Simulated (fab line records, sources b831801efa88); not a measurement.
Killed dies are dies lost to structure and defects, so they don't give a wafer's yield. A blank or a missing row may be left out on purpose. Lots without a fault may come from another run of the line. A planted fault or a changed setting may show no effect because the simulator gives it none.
Problem report in the 8D (eight disciplines) form, filled by code | flow sky130 | the parts of the form that need people (team, actions taken, sign-off) are left out

1. THE PROBLEM
cd_nm at SKY_SD_P_CD_MEAS_07 reads a mean of 292.9 nm on 2 wafers of 1 lot; wafers without a fault read 380.1 nm with a standard deviation of 2.1. That is -42 standard deviations from the usual mean.
The step: target cd 380 nm.
First seen on wafer L105.1, day 30 15:58, on cd_sem-01. The record holds 39 wafers of 13 lots with a number at this step. Rule for "out", or "out of limits": more than 4 standard deviations from the usual mean. The other wafers with a number count as sound.

2. WHAT IT IS AND WHAT IT IS NOT
question                    | is                | is not
which readings at this step | cd_nm             | -
which lots                  | L105              | L100, L101, L102, L113, L990, L992, L993, L995, L996, L997, L998, L999
which wafers of those lots  | L105.1, L105.5    | L105.3
read on which gauges        | cd_sem-01         | cd_sem-02
when                        | from day 30 15:58 | up to then (34 sound wafers); but 3 sound wafers of L113 came after

3. SUSPECTS, AND WHAT RULES EACH OUT
Counting: a tool at a process step up to the reading stays a suspect if it ran every lot that is out. Sound lots after the first of them don't rule it out here, since some wafers of a struck lot are sound.
- the gauge at SKY_SD_P_CD_MEAS_07: kept. All the wafers that are out were read on cd_sem-01, and no step on other tools shows them out.
- litho_track-02 at SKY_SD_P_DEVELOP_06 (develop time 60 s): kept. It ran the lot that is out, L105 (day 30 15:49); its last sound lot up to then is L102 (day 29 22:13).
Left after counting: litho_track-02 at SKY_SD_P_DEVELOP_06, cd_sem-01 at SKY_SD_P_CD_MEAS_07.

4. THE CAUSE (what the simulator had put in)
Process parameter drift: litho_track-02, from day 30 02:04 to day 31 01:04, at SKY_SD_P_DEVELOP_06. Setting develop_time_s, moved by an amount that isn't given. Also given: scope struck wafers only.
Counting left 2 suspects, and this tool is among them.

5. THE CHAIN OF EFFECTS, in route order
Each row: a reading whose mean over the struck wafers that have a number lies more than 3 standard deviations from the usual. Only readings for which the record gives a usual standard deviation are gone through. hours: the time from each lot's start at the first step in this table that gives one to its start at this step, as a median over the lots. sigmas: the change in usual standard deviations.
hours | step                | reading | usual    | on struck wafers | change | sigmas
0     | SKY_SD_P_CD_MEAS_07 | cd_nm   | 380.1 nm | 292.9            | -87.2  | -42

6. WHAT WOULD HAVE CAUGHT IT SOONER
In this record the first reading out of limits at a measuring or inspecting step was taken at day 30 15:58, 14 hours after the fault began at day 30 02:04.
All the lots that are out (1) had begun SKY_SD_P_DEVELOP_06 on litho_track-02 by day 30 15:58. A hold on the tool at that time would have spared none of them.
